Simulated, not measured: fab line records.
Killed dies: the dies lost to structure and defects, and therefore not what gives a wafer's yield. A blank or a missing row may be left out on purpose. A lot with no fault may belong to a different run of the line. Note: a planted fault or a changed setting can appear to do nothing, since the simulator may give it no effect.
Struck lot and sound lot, side by side + flow sky130 + 45 steps out of a route of 708
Sound: wafers L371.3, L371.5, L371.6. Wafers struck: L375.1, L375.3, L375.4. The cause is given at the end.
Per side, at each step with rows, come the tool, then ch with its chambers, and then its first start. Under that, the readings that differ: sound wafers + struck wafers + difference of the means + sigmas: that difference in standard deviations of wafers without a fault.
alike: readings whose means differ by less than 2 such deviations, and words and numbers that are the same on both sides. not compared: withheld readings, readings that some wafer has no value for, bounds like >300 that may hide the same value, and numbers for which the record gives no deviation and whose values overlap.
The two part at a step that has a row with sigmas, a row that says differs or no value, or rows on one side only. Numbers that don't overlap but have no deviation are shown without sigmas and don't part them. A reading that every wafer of one side lacks parts them only if that side has two wafers or more.

first, 5 steps without rows for these wafers: SKY_LDD_P_COAT_02 (resist thk 1140 nm); SKY_LDD_P_SOFTBAKE_03 (time 60 s); SKY_LDD_P_EXPOSE_04 (exposes mask PSDM, target cd 380 nm); SKY_LDD_P_PEB_05; SKY_LDD_P_DEVELOP_06 (develop time 60 s).
SKY_LDD_P_CD_MEAS_07 targets a cd of 380 nm.
  sound on cd_sem-01, day 21 00:41; struck on cd_sem-01, day 22 11:26
  alike: cd_nm
SKY_LDD_P_OVL_MEAS_08:
  sound on overlay-01, day 21 00:46; struck on overlay-01, day 22 11:34
  alike: LDD_P_OVL
next, for these wafers, 1 step has no rows: SKY_LDD_P_IMPLANT_09.
SKY_LDD_P_STRIP_10: strips in O2/N2.
  sound on plasma_asher-04 ch 0,1, day 21 00:59; struck on plasma_asher-01 ch 0,1, day 22 11:44
  alike: chamber_pressure_mTorr, drypump_motor_current_A, oes_product_au, strip_time_to_endpoint_s
  not compared: rf_hours_counter_h
SKY_LDD_P_TW_MEAS_11:
  sound on film_metro-02, day 21 01:04; struck on film_metro-01, day 22 11:50
| reading  | sound       | struck      | difference | sigmas |
|----------|-------------|-------------|------------|--------|
| LDD_P_TW | 649 647 646 | 632 628 626 | -19        | -2     |
then, 2 steps without rows for these wafers: SKY_LDD_HVN_DEHYDRATE_00 (time 60 s); SKY_LDD_HVN_HMDS_01 (prime time 60 s).
SKY_LDD_HVN_COAT_02: resist thk 300 nm.
  sound on litho_track-02 ch 0, day 21 16:32; struck on litho_track-04 ch 0, day 23 03:17
| reading                                      | sound             | struck            | difference | sigmas |
|----------------------------------------------|-------------------|-------------------|------------|--------|
| model.NOVOLAK_of_LDD_HVN_COAT_02.thk_nm (nm) | 300.1 299.9 300.1 | 111.2 111.2 111.5 | -188.7     |        |
  alike: chill_plate_temp_C
then, 3 steps without rows for these wafers: SKY_LDD_HVN_SOFTBAKE_03 (time 60 s); SKY_LDD_HVN_EXPOSE_04 (exposes mask HVNTM, target cd 700 nm); SKY_LDD_HVN_PEB_05.
SKY_LDD_HVN_DEVELOP_06: develop time 60 s.
  sound on litho_track-03 ch 0, day 22 07:52; struck on litho_track-02 ch 0, day 23 18:11
| reading                                      | sound             | struck            | difference | sigmas |
|----------------------------------------------|-------------------|-------------------|------------|--------|
| model.NOVOLAK_of_LDD_HVN_COAT_02.thk_nm (nm) | 299.7 299.5 299.7 | 110.8 110.8 111.1 | -188.7     |        |
  alike: chill_plate_temp_C
SKY_LDD_HVN_OVL_MEAS_07:
  sound on overlay-01, day 22 07:59; struck on overlay-01, day 23 18:20
  alike: LDD_HVN_OVL
next, for these wafers, 1 step has no rows: SKY_LDD_HVN_IMPLANT_08.
SKY_LDD_HVN_STRIP_09: strips in O2/N2.
  sound on plasma_asher-04 ch 0,1, day 22 08:11; struck on plasma_asher-04 ch 0,1, day 23 18:31
| reading                      | sound             | struck            | difference | sigmas      |
|------------------------------|-------------------|-------------------|------------|-------------|
| oes_product_au (a.u.)        | 0.405 0.410 0.405 | 0.301 0.301 0.298 | -0.107     | -24         |
| strip_time_to_endpoint_s (s) | 4.130 4.102 4.147 | 1.603 1.615 1.611 | -2.517     | -99 or more |
  alike: chamber_pressure_mTorr, drypump_motor_current_A
  not compared: rf_hours_counter_h
SKY_LDD_HVN_TW_MEAS_10:
  sound on film_metro-02, day 22 08:16; struck on film_metro-02, day 23 18:37
  alike: LDD_HVN_TW
then, 7 steps without rows for these wafers: SKY_LDD_HVP_DEHYDRATE_00 (time 60 s); SKY_LDD_HVP_HMDS_01 (prime time 60 s); SKY_LDD_HVP_COAT_02 (resist thk 300 nm); SKY_LDD_HVP_SOFTBAKE_03 (time 60 s); SKY_LDD_HVP_EXPOSE_04 (exposes mask HVPTM, target cd 700 nm); SKY_LDD_HVP_PEB_05; SKY_LDD_HVP_DEVELOP_06 (develop time 60 s).
SKY_LDD_HVP_OVL_MEAS_07:
  sound on overlay-01, day 23 14:59; struck on overlay-02, day 25 00:35
  alike: LDD_HVP_OVL
next, for these wafers, 1 step has no rows: SKY_LDD_HVP_IMPLANT_08.
SKY_LDD_HVP_STRIP_09: strips in O2/N2.
  sound on plasma_asher-02 ch 0,1, day 23 15:11; struck on plasma_asher-01 ch 0,1, day 25 00:46
  alike: chamber_pressure_mTorr, drypump_motor_current_A, oes_product_au, strip_time_to_endpoint_s
  not compared: rf_hours_counter_h
SKY_LDD_HVP_TW_MEAS_10:
  sound on film_metro-02, day 23 15:16; struck on film_metro-02, day 25 00:52
| reading    | sound       | struck      | difference | sigmas |
|------------|-------------|-------------|------------|--------|
| LDD_HVP_TW | 464 462 462 | 865 859 861 | +399       | +75    |
then, 7 steps without rows for these wafers: SKY_LDD_LDN_DEHYDRATE_00 (time 60 s); SKY_LDD_LDN_HMDS_01 (prime time 60 s); SKY_LDD_LDN_COAT_02 (resist thk 1140 nm); SKY_LDD_LDN_SOFTBAKE_03 (time 60 s); SKY_LDD_LDN_EXPOSE_04 (exposes mask LDNTM, target cd 700 nm); SKY_LDD_LDN_PEB_05; SKY_LDD_LDN_DEVELOP_06 (develop time 60 s).
SKY_LDD_LDN_OVL_MEAS_07:
  sound on overlay-01, day 24 21:00; struck on overlay-01, day 26 06:59
  alike: LDD_LDN_OVL
then, 2 steps without rows for these wafers: SKY_LDD_LDN_IMPLANT_08; SKY_LDD_LDN_IMPLANT_09.
SKY_LDD_LDN_TW_MEAS_13:
  sound on film_metro-03, day 24 21:44; struck on film_metro-04, day 26 07:43
| reading    | sound          | struck         | difference | sigmas |
|------------|----------------|----------------|------------|--------|
| LDD_LDN_TW | 1463 1463 1465 | 1535 1537 1539 | +73        | +13    |
-- record jumps: 4 days separate the struck wafers' starts on either side; left off in module LDD_LDN, taken up again in module RES_XHIGH, whose first shown step is the route's number 341 --
SKY_RES_XHIGH_TW_MEAS_09:
  sound on film_metro-03, day 28 16:22; struck on film_metro-03, day 30 00:11
| reading      | sound          | struck         | difference | sigmas |
|--------------|----------------|----------------|------------|--------|
| RES_XHIGH_TW | 1615 1618 1605 | 1680 1685 1679 | +69        | +3     |
-- record jumps: 18 days separate the struck wafers' starts on either side; left off in module RES_XHIGH, taken up again in module PAD_OPEN, whose first shown step is the route's number 708 --
SKY_PAD_OPEN_PROBE_99:
  sound on prober-01, day 47 06:14; struck on prober-02, day 48 04:29
| reading                                     | sound             | struck                        | difference | sigmas |
|---------------------------------------------|-------------------|-------------------------------|------------|--------|
| model.etest.tip_p.rs_ohm_sq                 | 6822 6852 6809    | 1.911e+04 1.936e+04 1.886e+04 | +1.228e+04 |        |
| model.etest.tip_p_5v.rs_ohm_sq              | 2864 2852 2866    | 3973 4000 3950                | +1114      |        |
| model.etest.tip_sonos.rs_ohm_sq             | 2712 2682 2698    | 1993 1988 2021                | -697       |        |
| model.etest.pfet_01v8.r_on_ohm_um           | 2848 2817 2798    | 3181 3082 3205                | +335       |        |
| model.etest.tip_p.rs_ohm_sq_range           | 215 232.6 152.8   | 527.5 523 515.3               | +321.8     |        |
| model.etest.tip_p.rs_ohm_sq_rim_less_centre | 57.9 101 78.41    | 297.9 201.6 199               | +153.7     |        |
| model.etest.sonos_uncharged.r_on_ohm_um     | 799.5 818.2 807.4 | 774.9 774 787.2               | -29.7      |        |
| model.etest.pfet_01v8.drive_ua_um           | 197 198.8 198.2   | 171.7 177.5 170.6             | -24.7      |        |
  alike: killed_at_M0_to_M3, killed_at_M4_up, killed_at_contacts, killed_at_front_end, killed_at_other, killed_dies, killed_open, killed_short

## WHERE THEY PART
Earliest at SKY_LDD_P_TW_MEAS_11; latest, in this record, at SKY_RES_XHIGH_TW_MEAS_09. Later steps at which nothing parts them and some readings are alike: SKY_PAD_OPEN_PROBE_99.

WHY: what the simulator had put in
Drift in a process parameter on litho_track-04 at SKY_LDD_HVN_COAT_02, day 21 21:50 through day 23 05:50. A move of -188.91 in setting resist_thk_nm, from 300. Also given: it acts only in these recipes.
